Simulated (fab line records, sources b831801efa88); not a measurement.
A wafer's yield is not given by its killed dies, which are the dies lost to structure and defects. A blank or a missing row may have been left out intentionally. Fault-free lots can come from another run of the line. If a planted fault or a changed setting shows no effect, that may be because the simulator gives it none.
A struck lot beside a sound one | flow sky130 | 16 out of 708 route steps
Sound: the wafers L766.2, L766.3, L766.6. The struck wafers were L773.3, L773.4, L773.5. The cause comes at the end.
Per side, at each step with rows, come the tool, then ch with its chambers, and then its first start. Under that, the readings that differ: sound wafers | struck wafers | difference of the means | sigmas: that difference in standard deviations of wafers without a fault.
alike: words and numbers the same on both sides, and readings whose means are apart by under 2 such deviations; not compared: readings that were withheld, readings missing a value for some wafer, numbers with overlapping values and no deviation given by the record, and bounds like >300 which may hide the same value.
A row with sigmas, a row that says differs or no value, or rows on one side alone: a step with any of these is where the two part. Numbers that have no deviation but don't overlap get no sigmas and don't part them. Lack of a reading on every wafer of one side parts them only where that side has two or more wafers.

first, 2 steps without rows for these wafers: SKY_LOCAL_INTERCONNECT_PEB_09; SKY_LOCAL_INTERCONNECT_DEVELOP_10 (develop time 60 s).
SKY_LOCAL_INTERCONNECT_CD_MEAS_11 targets a cd of 170 nm.
  sound on cdSem-02 at day 33 14:01; struck on cdSem-01 at day 35 14:26
  alike: cdNm
SKY_LOCAL_INTERCONNECT_OVL_MEAS_12:
  sound on overlay-02 at day 33 14:07; struck on overlay-01 at day 35 14:32
  alike: LOCAL_INTERCONNECT_OVL
SKY_LOCAL_INTERCONNECT_ETCH_13: etches BARC in N2/H2, stops on SiO2, time 45.9 s, target depth 60 nm.
  sound on rieMetal-01 ch 1, day 33 14:09; struck on rieMetal-03 ch 0,1, day 35 14:35
reading             | sound             | struck            | difference | sigmas
oesProductAu (a.u.) | 0.862 0.861 0.859 | 0.847 0.851 0.852 | -0.011     | -2
  alike: drypumpMotorCurrentA, throttleValvePct
  not compared: rfHoursCounterH
SKY_LOCAL_INTERCONNECT_METAL_ETCH_14: etches TiN in Cl2/BCl3, stops on PSG, target depth 110 nm, time 31.4 s.
  sound on rieMetal-01 ch 1, day 33 14:13; struck on rieMetal-03 ch 0,1, day 35 14:38
  alike: drypumpMotorCurrentA, oesProductAu, throttleValvePct
  not compared: rfHoursCounterH
SKY_LOCAL_INTERCONNECT_STRIP_15: strips in O2/N2.
  sound on plasmaAsher-04 ch 0,1, day 33 14:16; struck on plasmaAsher-01 ch 0,1, day 35 14:43
  alike: drypumpMotorCurrentA, oesProductAu, stripTimeToEndpointS
  not compared: rfHoursCounterH
then, 3 steps without rows for these wafers: SKY_LOCAL_INTERCONNECT_STRIP_16 (strips in post etch residue remover, time 1200 s); SKY_LOCAL_INTERCONNECT_CLEAN_17 (cleans in IPA, time 180 s); SKY_LOCAL_INTERCONNECT_CLEAN_18 (cleans in O3/DIW).
SKY_CONTACT_CVD_00: deposits Si3N4, target thk 75 nm.
  sound on pecvd-04 ch 1,2, day 33 14:52; struck on pecvd-04 ch 0,1, day 35 15:19
  alike: heaterPowerW
SKY_CONTACT_THK_MEAS_01:
  sound on filmMetro-01 at day 33 14:54; struck on filmMetro-03 at day 35 15:23
  alike: CONTACT_CVD_00_THK
SKY_CONTACT_HDPCVD_02: deposits SiO2, target thk 565 nm, time 94.2 s.
  sound on hdpcvd-01 ch 0,1,2, day 33 14:57; struck on hdpcvd-01 ch 1,2, day 35 15:25
reading        | sound             | struck            | difference | sigmas
runLengthS (s) | 122.6 122.3 121.8 | 118.8 118.4 119.4 | -3.4       | -8
  alike: sih4FlowSccm
  not compared: model.SiO2_of_CONTACT_HDPCVD_02.thkNm
SKY_CONTACT_THK_MEAS_03:
  sound on filmMetro-03 at day 33 15:02; struck on filmMetro-01 at day 35 15:31
reading                 | sound       | struck      | difference | sigmas
CONTACT_HDPCVD_THK (nm) | 545 567 564 | 545 547 530 | -18        | -3
SKY_CONTACT_CMP_04: polishes SiO2.
  sound on cmp-01 ch 0,2,3, day 33 15:05; struck on cmp-02 ch 1,2, day 35 15:33
  alike: motorCurrentA, slurryFilterDpKPa, timeToEndpointS
-- the record jumps here: 14 days lie between the struck wafers' starts before and after (it left off in module CONTACT and takes up again in module PAD_OPEN, whose first step shown is number 708 of the route) --
SKY_PAD_OPEN_PROBE_99:
  sound on prober-01 at day 48 04:44; struck on prober-02 at day 49 14:45
  alike: killed_at_M0_to_M3, killed_at_M4_up, killedAtContacts, killedAtFrontEnd, killedAtOther, killedDies, killedOpen, killedShort

== WHERE THEY PART ==
Last at SKY_CONTACT_THK_MEAS_03 as far as this record goes, first at SKY_LOCAL_INTERCONNECT_ETCH_13. Later steps at which nothing parts them and some readings are alike: SKY_CONTACT_CMP_04, SKY_PAD_OPEN_PROBE_99.

WHY: whatever the simulator had introduced
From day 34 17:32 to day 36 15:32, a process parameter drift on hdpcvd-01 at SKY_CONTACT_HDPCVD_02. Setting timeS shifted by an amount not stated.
